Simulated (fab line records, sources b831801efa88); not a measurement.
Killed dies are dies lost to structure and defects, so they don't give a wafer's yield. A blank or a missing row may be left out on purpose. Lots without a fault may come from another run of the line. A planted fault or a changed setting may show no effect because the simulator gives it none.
fab line records | flow sky130 | part 2 of 2: steps 32 to 44 of 44
record lots=5 wafers=15 last_day=49
route steps=708 shown FIELD_ISO@18 NWELL@32 DNWELL@35 PWDE@45
lots that met no fault: from a run of the same line without faults
start_h: hours from the record's first day to the start of the lot's first wafer shown | wait_h: hours since the lot's step before | " the same as in the row above | L1.1+2: a row that stands for several wafers | - no value, or no start given | * or withheld: withheld | < > ~ a bound
route shown NAME@n: a module of which the file shows steps, and the number in the route of the first | usual: mean/standard deviation of fault-free wafers | same: alike in all rows | chamber/n: place in a boat | sites: the reading at each site | _std_site: their standard deviation | _edge_site: outer sites' mean less inner sites' | radius_mm: how far each site lies from the wafer's centre | mask NAME#n: copy n | behind: the tool/chamber that last shaped the wafer | hold: why the lot was held/for how many hours/how that ended | device: the transistor (n, p or np) that didn't switch | end of line: the same wafers' tests at the end of the route | a step without rows: its recipe alone | killed: dies lost to structure and defects at the first sort, not the wafer's yield | map: a wafer's dies, x killed, . not, _ none there
set.NAME: the setting as run; set.NAME@STEP: as run at that earlier step | model.NAME: the simulator's own value behind a step, which no gauge read
lots at some steps of the route; a table a step, a row a wafer
services: from which hour (start_h, from the record's first day; less than 0 if before it) a tool's chamber was out of use, for how many hours, and why
## steps
# step SKY_PWDE_EXPOSE_04
# recipe mask_id=PWDEM na=0.6 source_shape=conventional sigma_outer=0.6 polarization=unpolarized target_cd_nm=840 dose_mj=214
# usual focus_offset_nm=0.0/0.49
# same na=0.6
# columns lot.wafer tool chamber start_h wait_h mask focus_offset_nm
L080.1 iline_stepper-01 0 - - PWDEM#0 -0.5
L080.4 " 0 " " PWDEM#0 0.2
L080.5 " 0 " " PWDEM#0 1.2
L084.1 iline_stepper-01 0 - - PWDEM#0 -0.7
L084.2 " 0 " " PWDEM#0 0.1
L084.3 " 0 " " PWDEM#0 0.0
L088.3 iline_stepper-01 0 - - PWDEM#0 0.6
L088.5 " 0 " " PWDEM#0 -0.3
L088.6 " 0 " " PWDEM#0 0.0
L091.3 iline_stepper-01 0 - - PWDEM#0 0.2
L091.5 " 0 " " PWDEM#0 0.5
L091.6 " 0 " " PWDEM#0 0.6
L092.1 iline_stepper-01 0 - - PWDEM#0 1.2
L092.2 " 0 " " PWDEM#0 0.4
L092.6 " 0 " " PWDEM#0 0.3
# step SKY_PWDE_PEB_05
# recipe temp_c=115 time_s=withheld
# columns lot.wafer tool chamber start_h wait_h
L080.1+4+5 litho_track-02 0 - -
L084.1+2+3 litho_track-02 0 - -
L088.3+5+6 litho_track-04 0 - -
L091.3+5+6 litho_track-02 0 - -
L092.1+2+6 litho_track-04 0 - -
# step SKY_PWDE_DEVELOP_06
# recipe wall_angle_deg=90 developer=TMAH develop_time_s=60 dev_temp_c=23
# columns lot.wafer tool chamber start_h wait_h
L080.1+4+5 litho_track-02 0 - -
L084.1+2+3 litho_track-02 0 - -
L088.3+5+6 litho_track-04 0 - -
L091.3+5+6 litho_track-02 0 - -
L092.1+2+6 litho_track-04 0 - -
# step SKY_PWDE_OVL_MEAS_07
# usual PWDE_OVL=1.8/1.3
# columns lot.wafer tool chamber start_h wait_h PWDE_OVL[nm]
L080.1 overlay-01 - 102.66 - 4.3
L080.4 " - " " 4.2
L080.5 " - " " 2.7
L084.1 overlay-02 - 124.01 - 2.4
L084.2 " - " " 3.3
L084.3 " - " " 2.3
L088.3 overlay-02 - 151.57 - 1.4
L088.5 " - " " 0.3
L088.6 " - " " -0.6
L091.3 overlay-02 - 164.27 - 1.9
L091.5 " - " " 3.0
L091.6 " - " " 3.0
L092.1 overlay-01 - 171.61 - 1.5
L092.2 " - " " 2.2
L092.6 " - " " 1.3
# step SKY_PWDE_IMPLANT_08
# recipe species=B energy_kev=150 dose_cm2=3.6e+12 tilt_deg=withheld
# usual beam_energy_keV=149.99/0.05
# columns lot.wafer tool chamber start_h wait_h beam_energy_keV
L080.1 implanter-01 0 102.70 0.0 150.04
L080.4 " 0 " " 150.03
L080.5 " 0 " " 149.97
L084.1 implanter-03 0 124.05 0.0 150.00
L084.2 " 0 " " 149.95
L084.3 " 0 " " 149.98
L088.3 implanter-03 0 151.65 0.1 150.03
L088.5 " 0 " " 150.02
L088.6 " 0 " " 150.02
L091.3 implanter-02 0 164.35 0.1 150.05
L091.5 " 0 " " 149.97
L091.6 " 0 " " 149.99
L092.1 implanter-02 0 171.65 0.0 150.04
L092.2 " 0 " " 149.96
L092.6 " 0 " " 150.04
# step SKY_PWDE_STRIP_09
# recipe chemistry=O2/N2 power_w=1400 pressure_mtorr=1500 platen_temp_c=withheld o2_flow_sccm=3000 n2_flow_sccm=300 overash_fraction=0.5
# usual drypump_motor_current_A=5.66/0.28 oes_product_au=0.723/0.0048 strip_time_to_endpoint_s=36.90/0.11
# same overash_fraction=0.5
# columns lot.wafer tool chamber start_h wait_h drypump_motor_current_A oes_product_au rf_hours_counter_h strip_time_to_endpoint_s
L080.1 plasma_asher-03 1 102.85 0.1 5.70 0.718 30 36.84
L080.4 " 1 " " 5.71 0.727 - 36.67
L080.5 " 1 " " 5.70 0.726 - 36.77
L084.1 plasma_asher-01 1 124.20 0.1 5.19 0.709 1 36.84
L084.2 " 0 " " 5.90 0.724 1 36.90
L084.3 " 0 " " 5.89 0.721 - 36.95
L088.3 plasma_asher-01 0 151.78 0.1 5.86 0.724 - 36.85
L088.5 " 1 " " 5.19 0.717 - 37.04
L088.6 " 0 " " 5.88 0.721 - 36.93
L091.3 plasma_asher-04 0 164.48 0.1 6.06 0.717 - 36.91
L091.5 " 1 " " 5.41 0.732 - 36.94
L091.6 " 0 " " 6.04 0.719 - 36.90
L092.1 plasma_asher-01 0 171.80 0.1 5.88 0.724 5 36.96
L092.2 " 1 " " 5.18 0.725 5 36.92
L092.6 " 0 " " 5.88 0.719 - 36.97
# step SKY_PWDE_TW_MEAS_10
# usual PWDE_TW=372/4
# columns lot.wafer tool chamber start_h wait_h PWDE_TW
L080.1 film_metro-03 - 102.95 0.1 373
L080.4 " - " " 374
L080.5 " - " " 374
L084.1 film_metro-03 - 124.30 0.1 375
L084.2 " - " " 373
L084.3 " - " " 371
L088.3 film_metro-04 - 151.87 0.1 367
L088.5 " - " " 366
L088.6 " - " " 368
L091.3 film_metro-04 - 164.57 0.1 369
L091.5 " - " " 368
L091.6 " - " " 368
L092.1 film_metro-03 - 171.90 0.1 374
L092.2 " - " " 371
L092.6 " - " " 374
# step SKY_NWELL_DEHYDRATE_03
# recipe temp_c=200 time_s=60
# columns lot.wafer tool chamber start_h wait_h
L080.1+4+5 litho_track-02 0 111.31 8.4
L084.1+2+3 litho_track-02 0 132.91 8.6
L088.3+5+6 litho_track-01 0 161.22 9.3
L091.3+5+6 litho_track-01 0 174.42 9.8
L092.1+2+6 litho_track-02 0 181.86 10.0
# step SKY_NWELL_HMDS_04
# recipe prime_time_s=60 prime_temp_c=120
# columns lot.wafer tool chamber start_h wait_h
L080.1+4+5 litho_track-02 0 111.46 0.1
L084.1+2+3 litho_track-02 0 133.06 0.1
L088.3+5+6 litho_track-01 0 161.37 0.1
L091.3+5+6 litho_track-01 0 174.57 0.1
L092.1+2+6 litho_track-02 0 182.01 0.1
# step SKY_NWELL_COAT_05
# recipe spin_rpm=2000 resist_thk_nm=3000
# columns lot.wafer tool chamber start_h wait_h
L080.1+4+5 litho_track-02 0 111.61 0.1
L084.1+2+3 litho_track-02 0 133.21 0.1
L088.3+5+6 litho_track-01 0 161.52 0.1
L091.3+5+6 litho_track-01 0 174.72 0.1
L092.1+2+6 litho_track-02 0 182.16 0.1
# step SKY_NWELL_SOFTBAKE_06
# recipe temp_c=110 time_s=withheld
# columns lot.wafer tool chamber start_h wait_h
L080.1+4+5 litho_track-02 0 111.76 0.1
L084.1+2+3 litho_track-02 0 133.36 0.1
L088.3+5+6 litho_track-01 0 161.68 0.1
L091.3+5+6 litho_track-01 0 174.88 0.1
L092.1+2+6 litho_track-02 0 182.31 0.1
# step SKY_NWELL_EXPOSE_07
# recipe mask_id=NWM na=0.6 source_shape=conventional sigma_outer=0.6 polarization=unpolarized target_cd_nm=840 dose_mj=255
# usual focus_offset_nm=-0.1/0.57
# same na=0.6
# columns lot.wafer tool chamber start_h wait_h mask focus_offset_nm
L080.1 iline_stepper-02 0 - - NWM#0 -0.3
L080.4 " 0 " " NWM#0 0.0
L080.5 " 0 " " NWM#0 -0.1
L084.1 iline_stepper-01 0 - - NWM#0 0.6
L084.2 " 0 " " NWM#0 0.7
L084.3 " 0 " " NWM#0 0.1
L088.3 iline_stepper-01 0 - - NWM#0 -0.7
L088.5 " 0 " " NWM#0 -0.2
L088.6 " 0 " " NWM#0 -0.4
L091.3 iline_stepper-02 0 - - NWM#0 -0.8
L091.5 " 0 " " NWM#0 -1.1
L091.6 " 0 " " NWM#0 -1.1
L092.1 iline_stepper-01 0 - - NWM#0 -0.2
L092.2 " 0 " " NWM#0 -0.7
L092.6 " 0 " " NWM#0 -0.3
# step SKY_NWELL_PEB_08
# recipe temp_c=115 time_s=withheld
# columns lot.wafer tool chamber start_h wait_h
L080.1+4+5 litho_track-01 0 - -
L084.1+2+3 litho_track-01 0 - -
L088.3+5+6 litho_track-01 0 - -
L091.3+5+6 litho_track-02 0 - -
L092.1+2+6 litho_track-02 0 - -
## services
# columns tool chamber start_h hours kind
rie_si-02 0 42.51 7.5 repair
rie_si-02 3 45.10 10.3 repair
furnace-02 - 50.66 2.5 pm
iline_stepper-02 - 58.29 0.7 repair
cmp-01 - 64.00 4.0 pm
iline_stepper-01 - 82.61 4.4 pm
furnace-02 - 98.57 3.5 pm
iline_stepper-02 - 103.13 1.7 pm
cmp-01 - 104.21 0.3 repair
plasma_asher-01 - 108.75 9.0 pm
cmp-01 - 118.55 0.7 repair
iline_stepper-01 - 122.57 1.4 repair
plasma_asher-01 - 126.11 1.8 repair
cmp-01 - 126.70 1.9 repair
furnace-01 - 144.99 3.5 pm
implanter-02 - 150.69 2.4 repair
implanter-02 - 158.33 2.8 pm
cmp-01 - 158.78 1.3 repair
iline_stepper-02 - 159.46 3.4 repair
cmp-01 - 161.86 1.6 repair
iline_stepper-01 - 170.21 1.7 pm
cmp-01 - 174.44 1.4 repair
plasma_asher-01 - 181.76 14.6 pm
furnace-02 - 184.66 52.2 pm
